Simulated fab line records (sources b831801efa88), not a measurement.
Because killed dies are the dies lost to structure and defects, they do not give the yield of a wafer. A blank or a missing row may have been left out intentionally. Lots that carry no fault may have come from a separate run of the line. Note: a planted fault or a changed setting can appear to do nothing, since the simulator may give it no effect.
A struck lot beside a sound one    flow sky130    18 steps out of a route of 708
Sound: wafers L901.1, L901.2, L901.6. Struck: wafers L919.1, L919.3, L919.5. The cause is given at the end.
Per side, at each step with rows, come the tool, then ch with its chambers, and then its first start. Under that, the readings that differ: sound wafers    struck wafers    difference of the means    sigmas: that difference in standard deviations of wafers without a fault.
alike: words and numbers the same on both sides, and readings whose means are apart by under 2 such deviations; not compared: readings that were withheld, readings missing a value for some wafer, numbers with overlapping values and no deviation given by the record, and bounds like >300 which may hide the same value.
Wherever a step has rows on one side only, a row that says differs or no value, or a row with sigmas, the two part there. Numbers that have no deviation but don't overlap get no sigmas and don't part them. Lack of a reading on every wafer of one side parts them only where that side has two or more wafers.

SKY_LDD_HVP_OVL_MEAS_07:
  sound: overlay-01 at day 23 23:22; struck: overlay-01 at day 28 22:16
  alike: LDD_HVP_OVL
then, 1 step without rows for these wafers: SKY_LDD_HVP_IMPLANT_08.
SKY_LDD_HVP_STRIP_09: strips in O2/N2.
  sound on plasma_asher-02 ch 0,1, day 23 23:33; struck on plasma_asher-02 ch 0,1, day 28 22:28
  alike: drypump_motor_current_A, oes_product_au, strip_time_to_endpoint_s
  not compared: rf_hours_counter_h
SKY_LDD_HVP_TW_MEAS_10:
  sound: film_metro-04 at day 23 23:39; struck: film_metro-03 at day 28 22:34
reading     sound        struck       difference  sigmas
LDD_HVP_TW  459 460 460  453 451 452  -8          -2
then, 7 steps without rows for these wafers: SKY_LDD_LDN_DEHYDRATE_00 (time 60 s); SKY_LDD_LDN_HMDS_01 (prime time 60 s); SKY_LDD_LDN_COAT_02 (resist thk 1140 nm); SKY_LDD_LDN_SOFTBAKE_03 (time 60 s); SKY_LDD_LDN_EXPOSE_04 (exposes mask LDNTM, target cd 700 nm); SKY_LDD_LDN_PEB_05; SKY_LDD_LDN_DEVELOP_06 (develop time 60 s).
SKY_LDD_LDN_OVL_MEAS_07:
  sound: overlay-02 at day 25 04:51; struck: overlay-02 at day 30 01:22
  alike: LDD_LDN_OVL
SKY_LDD_LDN_IMPLANT_08:
  struck on implanter-01, day 30 01:24; sound on implanter-01 ch 0, day 25 04:53
  no value came back on the struck wafers for beam_energy_keV, beam_on_s (s), implant_ion_amu; on the sound wafers beam_energy_keV reads 14.997 15.004 15.008
then, 3 steps without rows for these wafers: SKY_LDD_LDN_IMPLANT_09; SKY_LDD_LDN_IMPLANT_10; SKY_LDD_LDN_IMPLANT_11.
SKY_LDD_LDN_STRIP_12: strips in O2/N2.
  sound on plasma_asher-01 ch 0,1, day 25 05:29; struck on plasma_asher-01 ch 0,1, day 30 02:00
  alike: drypump_motor_current_A, oes_product_au, strip_time_to_endpoint_s
  not compared: rf_hours_counter_h
SKY_LDD_LDN_TW_MEAS_13:
  sound: film_metro-04 at day 25 05:35; struck: film_metro-01 at day 30 02:26
reading     sound           struck          difference  sigmas
LDD_LDN_TW  1488 1486 1479  1350 1352 1348  -134        -16
  not compared: hold

== WHERE THEY PART ==
First at SKY_LDD_HVP_TW_MEAS_10; last, within this record, at SKY_LDD_LDN_TW_MEAS_13.

WHY: the cause the simulator had injected
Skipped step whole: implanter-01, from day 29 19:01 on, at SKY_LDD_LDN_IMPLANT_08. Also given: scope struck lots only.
